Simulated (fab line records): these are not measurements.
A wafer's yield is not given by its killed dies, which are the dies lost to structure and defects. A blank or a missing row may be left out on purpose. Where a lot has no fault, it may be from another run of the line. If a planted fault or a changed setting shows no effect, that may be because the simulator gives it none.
Comparing a struck lot with a sound one || flow sky130 || 43 steps out of a route of 708
Sound: wafers L528.2, L528.5, L528.6. Struck: wafer L520.3. (L520.2 of the same lot was not struck and is left out.) The cause comes at the end.
Per side, at each step with rows, come the tool, then ch with its chambers, and then its first start. Under that, the readings that differ: sound wafers || struck wafers || difference of the means || sigmas: that difference in standard deviations of wafers without a fault.
alike: readings whose means differ by less than 2 such deviations, and words and numbers that are the same on both sides. not compared: withheld readings, readings that some wafer has no value for, bounds like >300 that may hide the same value, and numbers for which the record gives no deviation and whose values overlap.
A row with sigmas, a row that says differs or no value, or rows on one side alone: a step with any of these is where the two part. Numbers that have no deviation but don't overlap get no sigmas and don't part them. Lack of a reading on every wafer of one side parts them only where that side has two or more wafers.

first, 6 steps without rows for these wafers: SKY_LDD_N_HMDS_01 (prime time 60 s); SKY_LDD_N_COAT_02 (resist thk 300 nm); SKY_LDD_N_SOFTBAKE_03 (time 60 s); SKY_LDD_N_EXPOSE_04 (exposes mask NTM, target cd 840 nm); SKY_LDD_N_PEB_05; SKY_LDD_N_DEVELOP_06 (develop time 60 s).
SKY_LDD_N_OVL_MEAS_07:
  sound: overlay-01 at day 24 03:51; struck: overlay-01 at day 21 20:48
  alike: LDD_N_OVL
then, 5 steps without rows for these wafers: SKY_LDD_N_IMPLANT_08; SKY_LDD_N_IMPLANT_09; SKY_LDD_N_IMPLANT_10; SKY_LDD_N_IMPLANT_11; SKY_LDD_N_IMPLANT_12.
SKY_LDD_N_IMPLANT_13:
  sound on implanter-02 ch 0, day 24 04:39; struck on implanter-04 ch 0, day 21 21:36
  alike: end station pressure torr
then, 2 steps without rows for these wafers: SKY_LDD_N_IMPLANT_14; SKY_LDD_N_IMPLANT_15.
SKY_LDD_N_STRIP_16: strips in O2/N2.
  sound on plasma asher-01 ch 0,1, day 24 05:05; struck on plasma asher-04 ch 1, day 21 22:02
{"reading": "strip time to endpoint s (s)", "sound": "4.309 4.288 4.316", "struck": 4.339, "difference": "+0.035", "sigmas": "+2"}
  alike: drypump motor current A, oes product au
  not compared: rf hours counter h
SKY_LDD_N_TW_MEAS_17:
  sound: film metro-02 at day 24 05:11; struck: film metro-01 at day 21 22:08
  alike: LDD_N_TW
then, 7 steps without rows for these wafers: SKY_LDD_P_DEHYDRATE_00 (time 60 s); SKY_LDD_P_HMDS_01 (prime time 60 s); SKY_LDD_P_COAT_02 (resist thk 1140 nm); SKY_LDD_P_SOFTBAKE_03 (time 60 s); SKY_LDD_P_EXPOSE_04 (exposes mask PSDM, target cd 380 nm); SKY_LDD_P_PEB_05; SKY_LDD_P_DEVELOP_06 (develop time 60 s).
SKY_LDD_P_CD_MEAS_07 targets a cd of 380 nm.
  sound: cd sem-02 at day 25 10:28; struck: cd sem-01 at day 23 04:49
  alike: cd nm
SKY_LDD_P_OVL_MEAS_08:
  sound: overlay-01 at day 25 10:34; struck: overlay-02 at day 23 04:55
  alike: LDD_P_OVL
then, 1 step without rows for these wafers: SKY_LDD_P_IMPLANT_09.
SKY_LDD_P_STRIP_10: strips in O2/N2.
  sound on plasma asher-01 ch 0,1, day 25 10:45; struck on plasma asher-02 ch 0, day 23 05:06
  alike: drypump motor current A, oes product au, strip time to endpoint s
  not compared: rf hours counter h
SKY_LDD_P_TW_MEAS_11:
  sound: film metro-02 at day 25 10:52; struck: film metro-02 at day 23 05:13
  alike: LDD_P_TW
then, 7 steps without rows for these wafers: SKY_LDD_HVN_DEHYDRATE_00 (time 60 s); SKY_LDD_HVN_HMDS_01 (prime time 60 s); SKY_LDD_HVN_COAT_02 (resist thk 300 nm); SKY_LDD_HVN_SOFTBAKE_03 (time 60 s); SKY_LDD_HVN_EXPOSE_04 (exposes mask HVNTM, target cd 700 nm); SKY_LDD_HVN_PEB_05; SKY_LDD_HVN_DEVELOP_06 (develop time 60 s).
SKY_LDD_HVN_OVL_MEAS_07:
  sound: overlay-01 at day 26 16:14; struck: overlay-02 at day 24 10:21
  alike: LDD_HVN_OVL
then, 1 step without rows for these wafers: SKY_LDD_HVN_IMPLANT_08.
SKY_LDD_HVN_STRIP_09: strips in O2/N2.
  sound on plasma asher-03 ch 0,1, day 26 16:25; struck on plasma asher-01 ch 0, day 24 10:32
  alike: drypump motor current A, oes product au, strip time to endpoint s
  not compared: rf hours counter h
SKY_LDD_HVN_TW_MEAS_10:
  sound: film metro-04 at day 26 16:32; struck: film metro-04 at day 24 10:38
  alike: LDD_HVN_TW
then, 2 steps without rows for these wafers: SKY_LDD_HVP_DEHYDRATE_00 (time 60 s); SKY_LDD_HVP_HMDS_01 (prime time 60 s).
-- a jump in the record: the struck wafers' starts before and after are 24 days apart (it breaks off in module LDD_HVP and resumes in module PAD_OPEN, where the first step shown is number 708 of the route) --
SKY_PAD_OPEN_PROBE_99:
  sound: prober-02 at day 49 22:38; struck: prober-01 at day 48 15:25
{"reading": "killed_at_M0_to_M3", "sound": "38 37 43", "struck": 53, "difference": "+14", "sigmas": "+2"}
{"reading": "model.etest.nfet_01v8.drive ua um range", "sound": "4.917 6.342 8.992", "struck": 10.94, "difference": "+4.19", "sigmas": ""}
  alike: killed_at_M4_up, killed at contacts, killed at front end, killed at other, killed dies, killed open, killed short

== WHERE THEY PART ==
At SKY_LDD_N_STRIP_16 first; at SKY_PAD_OPEN_PROBE_99 last (within this record only).

WHY: whatever the simulator had introduced
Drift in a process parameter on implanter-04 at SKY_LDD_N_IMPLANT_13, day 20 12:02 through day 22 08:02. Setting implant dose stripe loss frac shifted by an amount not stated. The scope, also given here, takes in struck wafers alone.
